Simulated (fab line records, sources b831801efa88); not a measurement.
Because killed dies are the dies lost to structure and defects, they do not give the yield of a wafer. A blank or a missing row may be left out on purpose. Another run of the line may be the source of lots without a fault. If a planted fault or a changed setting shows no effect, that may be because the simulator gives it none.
Matching of chambers || flow sfq_line || SFQ_TRILAYER_I1_CMP_CMP_046 on cmp-01: 4 sister chambers
The step polishes SiO2. 18 wafers are shown with their chamber, then 9 later ones without.

== WAFERS, EACH WITH ITS CHAMBER ==
{"wafer": "L408.1", "chamber": 3, "motor_current_A (A)": 11.4, "time_to_endpoint_s (s)": 214}
{"wafer": "L408.2", "chamber": 2, "motor_current_A (A)": 9.2, "time_to_endpoint_s (s)": 216}
{"wafer": "L408.5", "chamber": 1, "motor_current_A (A)": 11.9, "time_to_endpoint_s (s)": 221}
{"wafer": "L411.4", "chamber": 0, "motor_current_A (A)": 10.8, "time_to_endpoint_s (s)": 221}
{"wafer": "L411.3", "chamber": 3, "motor_current_A (A)": 11.6, "time_to_endpoint_s (s)": 212}
{"wafer": "L411.6", "chamber": 0, "motor_current_A (A)": 12.2, "time_to_endpoint_s (s)": 226}
{"wafer": "L413.4", "chamber": 3, "motor_current_A (A)": 11.6, "time_to_endpoint_s (s)": 210}
{"wafer": "L413.5", "chamber": 0, "motor_current_A (A)": 11.8, "time_to_endpoint_s (s)": 210}
{"wafer": "L413.6", "chamber": 1, "motor_current_A (A)": 12.4, "time_to_endpoint_s (s)": 211}
{"wafer": "L414.4", "chamber": 3, "motor_current_A (A)": 11.6, "time_to_endpoint_s (s)": 219}
{"wafer": "L414.3", "chamber": 1, "motor_current_A (A)": 12.2, "time_to_endpoint_s (s)": 210}
{"wafer": "L414.6", "chamber": 3, "motor_current_A (A)": 11.4, "time_to_endpoint_s (s)": 218}
{"wafer": "L415.3", "chamber": 0, "motor_current_A (A)": 11.3, "time_to_endpoint_s (s)": 215}
{"wafer": "L415.2", "chamber": 3, "motor_current_A (A)": 11.6, "time_to_endpoint_s (s)": 208}
{"wafer": "L415.6", "chamber": 1, "motor_current_A (A)": 11.6, "time_to_endpoint_s (s)": 213}
{"wafer": "L416.2", "chamber": 1, "motor_current_A (A)": 11.5, "time_to_endpoint_s (s)": 205}
{"wafer": "L416.3", "chamber": 0, "motor_current_A (A)": 12.1, "time_to_endpoint_s (s)": 209}
{"wafer": "L416.4", "chamber": 3, "motor_current_A (A)": 12.2, "time_to_endpoint_s (s)": 214}

SIGNATURES (averages over the wafers above)
{"reading": "motor_current_A", "chamber 0": 11.640, "chamber 1": 11.920, "chamber 2": 9.200, "chamber 3": 11.629, "scatter within a chamber": 0.414}
{"reading": "time_to_endpoint_s", "chamber 0": 216.20, "chamber 1": 212.00, "chamber 2": 216.00, "chamber 3": 213.57, "scatter within a chamber": 5.62}
Rule: a wafer's distance from a chamber is the root of the sum, over the readings, of the square of ((its reading less the chamber's mean) divided by the reading's scatter). The wafer belongs to the nearest chamber; if the next one is less than 2 further off, it can't be placed. The scatter is the square root of a quotient: the sum, over the shown wafers, of each reading's squared deviation from its chamber's mean, divided by wafers minus chambers.

== WAFERS WITH NO CHAMBER GIVEN ==
{"wafer": "L425.3", "motor_current_A (A)": 9.4, "time_to_endpoint_s (s)": 228}
{"wafer": "L425.5", "motor_current_A (A)": 12.0, "time_to_endpoint_s (s)": 238}
{"wafer": "L425.6", "motor_current_A (A)": 11.6, "time_to_endpoint_s (s)": 239}
{"wafer": "L426.3", "motor_current_A (A)": 11.2, "time_to_endpoint_s (s)": 226}
{"wafer": "L426.1", "motor_current_A (A)": 11.7, "time_to_endpoint_s (s)": 227}
{"wafer": "L426.2", "motor_current_A (A)": 9.9, "time_to_endpoint_s (s)": 232}
{"wafer": "L429.1", "motor_current_A (A)": 11.1, "time_to_endpoint_s (s)": 210}
{"wafer": "L429.2", "motor_current_A (A)": 9.7, "time_to_endpoint_s (s)": 211}
{"wafer": "L429.5", "motor_current_A (A)": 11.4, "time_to_endpoint_s (s)": 219}

== WHICH CHAMBER EACH ONE RAN IN ==
{"wafer": "L425.3", "from the rows above": 2, "in truth": 2}
{"wafer": "L425.5", "from the rows above": "can't be placed: 0 or 3 or 1", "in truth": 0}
{"wafer": "L425.6", "from the rows above": "can't be placed: 0 or 3 or 1", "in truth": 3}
{"wafer": "L426.3", "from the rows above": "can't be placed: 0 or 3 or 1", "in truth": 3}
{"wafer": "L426.1", "from the rows above": "can't be placed: 0 or 3 or 1", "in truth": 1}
{"wafer": "L426.2", "from the rows above": "can't be placed: 2 or 0", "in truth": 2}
{"wafer": "L429.1", "from the rows above": "can't be placed: 3 or 0 or 1", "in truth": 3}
{"wafer": "L429.2", "from the rows above": 2, "in truth": 2}
{"wafer": "L429.5", "from the rows above": "can't be placed: 0 or 3 or 1", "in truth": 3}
Placed correctly: 2 of 9. Cannot be placed on the basis of these rows: 7; the candidates contain the true chamber in 7. Placed wrongly: 0.
